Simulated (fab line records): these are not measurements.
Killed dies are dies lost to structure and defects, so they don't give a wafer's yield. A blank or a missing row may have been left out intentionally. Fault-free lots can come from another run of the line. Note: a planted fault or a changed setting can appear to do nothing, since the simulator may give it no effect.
Which tool did it? || flow gf180mcu || 42 wafers from 14 lots sampled at 5 of the route's 602 steps

== WHAT THE GAUGES SHOWED, per wafer ==
GF_V3_RS_MEAS_24: the measuring method here is four-point-probe. Usual: V3_W_RS typically reads 0.327 ohm/sq, with standard deviation 0.0045.
{"lot": "L437", "measured": "day 22 11:10", "on": "film metro-03", "V3_W_RS (ohm/sq)": "0.325 0.326 0.324", "flag": ""}
{"lot": "L438", "measured": "day 22 16:07", "on": "film metro-03", "V3_W_RS (ohm/sq)": "0.325 0.325 0.324", "flag": ""}
{"lot": "L439", "measured": "day 23 00:07", "on": "film metro-02", "V3_W_RS (ohm/sq)": "0.328 0.328 0.330", "flag": ""}
{"lot": "L441", "measured": "day 23 22:31", "on": "film metro-03", "V3_W_RS (ohm/sq)": "0.326 0.327 0.331", "flag": ""}
{"lot": "L443", "measured": "day 24 09:01", "on": "film metro-04", "V3_W_RS (ohm/sq)": "0.330 0.328 0.327", "flag": ""}
{"lot": "L444", "measured": "day 24 20:23", "on": "film metro-04", "V3_W_RS (ohm/sq)": "0.332 0.336 0.334", "flag": ""}
{"lot": "L446", "measured": "day 25 14:01", "on": "film metro-02", "V3_W_RS (ohm/sq)": "0.329 0.321 0.318", "flag": ""}
{"lot": "L447", "measured": "day 25 22:46", "on": "film metro-02", "V3_W_RS (ohm/sq)": "0.333 0.328 0.334", "flag": ""}
{"lot": "L448", "measured": "day 26 04:01", "on": "film metro-04", "V3_W_RS (ohm/sq)": "0.330 0.330 0.333", "flag": ""}
{"lot": "L453", "measured": "day 27 18:31", "on": "film metro-03", "V3_W_RS (ohm/sq)": "0.325 0.327 0.327", "flag": ""}
{"lot": "L454", "measured": "day 28 05:46", "on": "film metro-04", "V3_W_RS (ohm/sq)": "0.320 0.322 0.330", "flag": ""}
{"lot": "L455", "measured": "day 28 07:40", "on": "film metro-03", "V3_W_RS (ohm/sq)": "0.332 0.335 0.331", "flag": ""}
{"lot": "L459", "measured": "day 29 18:40", "on": "film metro-04", "V3_W_RS (ohm/sq)": "0.324 0.326 0.323", "flag": ""}
{"lot": "L460", "measured": "day 29 19:11", "on": "film metro-02", "V3_W_RS (ohm/sq)": "0.332 0.328 0.326", "flag": ""}

GF_M4_CD_MEAS_14: the cd target is 280 nm. Usual: 279.9 nm for cd nm, sd 0.99.
{"lot": "L437", "measured": "day 23 10:01", "on": "cd sem-02", "cd nm (nm)": "279.7 279.0 278.6", "flag": ""}
{"lot": "L438", "measured": "day 23 15:17", "on": "cd sem-01", "cd nm (nm)": "279.6 279.9 280.0", "flag": ""}
{"lot": "L439", "measured": "day 23 23:04", "on": "cd sem-01", "cd nm (nm)": "278.0 277.4 278.5", "flag": ""}
{"lot": "L441", "measured": "day 24 20:28", "on": "cd sem-02", "cd nm (nm)": "278.8 280.3 280.1", "flag": ""}
{"lot": "L443", "measured": "day 25 07:36", "on": "cd sem-02", "cd nm (nm)": "281.4 280.7 279.7", "flag": ""}
{"lot": "L444", "measured": "day 25 17:48", "on": "cd sem-01", "cd nm (nm)": "279.2 277.4 278.9", "flag": ""}
{"lot": "L446", "measured": "day 26 11:26", "on": "cd sem-02", "cd nm (nm)": "280.8 280.8 281.0", "flag": ""}
{"lot": "L447", "measured": "day 26 20:21", "on": "cd sem-02", "cd nm (nm)": "280.7 279.8 280.0", "flag": ""}
{"lot": "L448", "measured": "day 27 00:50", "on": "cd sem-02", "cd nm (nm)": "279.1 279.8 280.3", "flag": ""}
{"lot": "L453", "measured": "day 28 13:47", "on": "cd sem-02", "cd nm (nm)": "279.9 280.4 280.2", "flag": ""}
{"lot": "L454", "measured": "day 29 00:58", "on": "cd sem-02", "cd nm (nm)": "241.3 251.8 257.6 241.2 251.8 257.5", "flag": "OFF"}
{"lot": "L455", "measured": "day 29 03:28", "on": "cd sem-02", "cd nm (nm)": "243.9 255.3 259.4 244.4 255.1 259.8", "flag": "OFF"}
{"lot": "L459", "measured": "day 30 13:58", "on": "cd sem-02", "cd nm (nm)": "281.1 281.3 280.2", "flag": ""}
{"lot": "L460", "measured": "day 30 14:23", "on": "cd sem-01", "cd nm (nm)": "279.6 280.2 280.5", "flag": ""}

== EACH LOT AND THE TOOL THAT RAN IT (in order: tool; ch and the chambers of the sampled wafers; start) ==
{"lot": "L437", "GF_V3_SPUTTER_22": "pvd sputter-02, day 22 10:54", "GF_M4_SPUTTER_00": "pvd sputter-03, day 22 11:39", "GF_M4_EXPOSE_11": "krf scanner-01 ch 0, day 22 23:32"}
{"lot": "L438", "GF_V3_SPUTTER_22": "pvd sputter-04, day 22 15:51", "GF_M4_SPUTTER_00": "pvd sputter-03, day 22 16:36", "GF_M4_EXPOSE_11": "krf scanner-01 ch 0, day 23 04:23"}
{"lot": "L439", "GF_V3_SPUTTER_22": "pvd sputter-04, day 22 23:50", "GF_M4_SPUTTER_00": "pvd sputter-02, day 23 00:35", "GF_M4_EXPOSE_11": "krf scanner-01 ch 0, day 23 11:32"}
{"lot": "L441", "GF_V3_SPUTTER_22": "pvd sputter-02, day 23 22:16", "GF_M4_SPUTTER_00": "pvd sputter-03, day 23 23:00", "GF_M4_EXPOSE_11": "krf scanner-01 ch 0, day 24 09:41"}
{"lot": "L443", "GF_V3_SPUTTER_22": "pvd sputter-04, day 24 08:52", "GF_M4_SPUTTER_00": "pvd sputter-03, day 24 09:58", "GF_M4_EXPOSE_11": "krf scanner-01 ch 0, day 24 21:25"}
{"lot": "L444", "GF_V3_SPUTTER_22": "pvd sputter-02, day 24 20:14", "GF_M4_SPUTTER_00": "pvd sputter-03, day 24 20:52", "GF_M4_EXPOSE_11": "krf scanner-01 ch 0, day 25 07:26"}
{"lot": "L446", "GF_V3_SPUTTER_22": "pvd sputter-04, day 25 13:50", "GF_M4_SPUTTER_00": "pvd sputter-02, day 25 14:28", "GF_M4_EXPOSE_11": "krf scanner-01 ch 0, day 26 01:26"}
{"lot": "L447", "GF_V3_SPUTTER_22": "pvd sputter-04, day 25 22:36", "GF_M4_SPUTTER_00": "pvd sputter-01, day 25 23:14", "GF_M4_EXPOSE_11": "krf scanner-01 ch 0, day 26 09:26"}
{"lot": "L448", "GF_V3_SPUTTER_22": "pvd sputter-02, day 26 03:51", "GF_M4_SPUTTER_00": "pvd sputter-03, day 26 04:29", "GF_M4_EXPOSE_11": "krf scanner-01 ch 0, day 26 14:56"}
{"lot": "L453", "GF_V3_SPUTTER_22": "pvd sputter-04, day 27 18:21", "GF_M4_SPUTTER_00": "pvd sputter-03, day 27 18:59", "GF_M4_EXPOSE_11": "krf scanner-01 ch 0, day 28 04:25"}
{"lot": "L454", "GF_V3_SPUTTER_22": "pvd sputter-04, day 28 05:37", "GF_M4_SPUTTER_00": "pvd sputter-01, day 28 06:14", "GF_M4_EXPOSE_11": "krf scanner-01 ch 0, day 28 15:40"}
{"lot": "L455", "GF_V3_SPUTTER_22": "pvd sputter-01, day 28 07:31", "GF_M4_SPUTTER_00": "pvd sputter-02, day 28 08:13", "GF_M4_EXPOSE_11": "krf scanner-01 ch 0, day 28 17:58"}
{"lot": "L459", "GF_V3_SPUTTER_22": "pvd sputter-02, day 29 18:31", "GF_M4_SPUTTER_00": "pvd sputter-02, day 29 19:08", "GF_M4_EXPOSE_11": "krf scanner-02 ch 0, day 30 04:54"}
{"lot": "L460", "GF_V3_SPUTTER_22": "pvd sputter-01, day 29 19:02", "GF_M4_SPUTTER_00": "pvd sputter-03, day 29 19:40", "GF_M4_EXPOSE_11": "krf scanner-02 ch 0, day 30 05:22"}
- GF_V3_SPUTTER_22: material TiN, target thk 10 nm, time 40 s.
- GF_M4_SPUTTER_00: material Ti, target thk 37.5 nm, time 150 s.
- GF_M4_EXPOSE_11: exposes mask Metal4, target cd 280 nm.

== WHAT THE TOOLS THEMSELVES READ (means of the sampled wafers that have a number; where no wafer has one, the mark that the record gives instead) ==
GF_V3_SPUTTER_22. Usual: 30.1 % for throttle valve pct, sd 0.96.
{"lot": "L437", "tool": "pvd sputter-02", "throttle valve pct (%)": 30.0, "flag": ""}
{"lot": "L438", "tool": "pvd sputter-04", "throttle valve pct (%)": 30.0, "flag": ""}
{"lot": "L439", "tool": "pvd sputter-04", "throttle valve pct (%)": 29.7, "flag": ""}
{"lot": "L441", "tool": "pvd sputter-02", "throttle valve pct (%)": 30.9, "flag": ""}
{"lot": "L443", "tool": "pvd sputter-04", "throttle valve pct (%)": 30.5, "flag": ""}
{"lot": "L444", "tool": "pvd sputter-02", "throttle valve pct (%)": 29.5, "flag": ""}
{"lot": "L446", "tool": "pvd sputter-04", "throttle valve pct (%)": 30.2, "flag": ""}
{"lot": "L447", "tool": "pvd sputter-04", "throttle valve pct (%)": 29.8, "flag": ""}
{"lot": "L448", "tool": "pvd sputter-02", "throttle valve pct (%)": 30.3, "flag": ""}
{"lot": "L453", "tool": "pvd sputter-04", "throttle valve pct (%)": 30.0, "flag": ""}
{"lot": "L454", "tool": "pvd sputter-04", "throttle valve pct (%)": 30.5, "flag": ""}
{"lot": "L455", "tool": "pvd sputter-01", "throttle valve pct (%)": 30.3, "flag": ""}
{"lot": "L459", "tool": "pvd sputter-02", "throttle valve pct (%)": 30.1, "flag": ""}
{"lot": "L460", "tool": "pvd sputter-01", "throttle valve pct (%)": 28.7, "flag": ""}

GF_M4_SPUTTER_00. Usual: 30.1 % for throttle valve pct, sd 0.89.
{"lot": "L437", "tool": "pvd sputter-03", "throttle valve pct (%)": 30.0, "flag": ""}
{"lot": "L438", "tool": "pvd sputter-03", "throttle valve pct (%)": 29.6, "flag": ""}
{"lot": "L439", "tool": "pvd sputter-02", "throttle valve pct (%)": 30.0, "flag": ""}
{"lot": "L441", "tool": "pvd sputter-03", "throttle valve pct (%)": 30.2, "flag": ""}
{"lot": "L443", "tool": "pvd sputter-03", "throttle valve pct (%)": 30.5, "flag": ""}
{"lot": "L444", "tool": "pvd sputter-03", "throttle valve pct (%)": 30.0, "flag": ""}
{"lot": "L446", "tool": "pvd sputter-02", "throttle valve pct (%)": 30.6, "flag": ""}
{"lot": "L447", "tool": "pvd sputter-01", "throttle valve pct (%)": 30.1, "flag": ""}
{"lot": "L448", "tool": "pvd sputter-03", "throttle valve pct (%)": 30.4, "flag": ""}
{"lot": "L453", "tool": "pvd sputter-03", "throttle valve pct (%)": 29.5, "flag": ""}
{"lot": "L454", "tool": "pvd sputter-01", "throttle valve pct (%)": 29.6, "flag": ""}
{"lot": "L455", "tool": "pvd sputter-02", "throttle valve pct (%)": 29.9, "flag": ""}
{"lot": "L459", "tool": "pvd sputter-02", "throttle valve pct (%)": 29.8, "flag": ""}
{"lot": "L460", "tool": "pvd sputter-03", "throttle valve pct (%)": 30.3, "flag": ""}

GF_M4_EXPOSE_11. Usual: stage vel mm s 499.98 mm/s, standard deviation 0.24.
{"lot": "L437", "tool": "krf scanner-01", "stage vel mm s (mm/s)": 499.79, "flag": ""}
{"lot": "L438", "tool": "krf scanner-01", "stage vel mm s (mm/s)": 499.88, "flag": ""}
{"lot": "L439", "tool": "krf scanner-01", "stage vel mm s (mm/s)": 500.11, "flag": ""}
{"lot": "L441", "tool": "krf scanner-01", "stage vel mm s (mm/s)": 500.14, "flag": ""}
{"lot": "L443", "tool": "krf scanner-01", "stage vel mm s (mm/s)": 500.02, "flag": ""}
{"lot": "L444", "tool": "krf scanner-01", "stage vel mm s (mm/s)": 500.01, "flag": ""}
{"lot": "L446", "tool": "krf scanner-01", "stage vel mm s (mm/s)": 500.04, "flag": ""}
{"lot": "L447", "tool": "krf scanner-01", "stage vel mm s (mm/s)": 499.91, "flag": ""}
{"lot": "L448", "tool": "krf scanner-01", "stage vel mm s (mm/s)": 500.07, "flag": ""}
{"lot": "L453", "tool": "krf scanner-01", "stage vel mm s (mm/s)": 500.14, "flag": ""}
{"lot": "L454", "tool": "krf scanner-01", "stage vel mm s (mm/s)": 500.19, "flag": ""}
{"lot": "L455", "tool": "krf scanner-01", "stage vel mm s (mm/s)": 500.01, "flag": ""}
{"lot": "L459", "tool": "krf scanner-02", "stage vel mm s (mm/s)": 500.04, "flag": ""}
{"lot": "L460", "tool": "krf scanner-02", "stage vel mm s (mm/s)": 500.00, "flag": ""}

== THE ANSWER, worked out from the rows above alone ==
Rule: lot off if the mean of its wafers having a number is beyond 3 standard deviations from the usual mean. Also off: a lot with no number at a reading for which 4 or more lots have one. All remaining lots with rows at the step are treated as sound. The gauges are gone through in route order, then the tools' own readings, and for those a lot's mean is taken as printed above. The first step at which some lot is off is used, and at that step the reading that is off furthest; a lot without a number counts as furthest.
Off: L454, L455 (GF_M4_CD_MEAS_14, cd nm).
If a tool, at a process step before that reading, ran all the lots that are off and no sound lot after the first of them, it fits. Those tools and the gauges at GF_M4_CD_MEAS_14 are tried in the same way. One candidate fits, namely krf scanner-01 at GF_M4_EXPOSE_11. A fault onset in the window from L453 (day 28 04:25, its last sound lot) to L454 (day 28 15:40, its first lot off) fits.

== WHAT THE SIMULATOR HAD PUT IN ==
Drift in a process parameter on krf scanner-01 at GF_M4_EXPOSE_11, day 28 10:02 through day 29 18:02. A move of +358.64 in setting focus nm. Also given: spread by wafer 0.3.
Shown lots that were struck: L454, L455. The rule above reached the same finding.
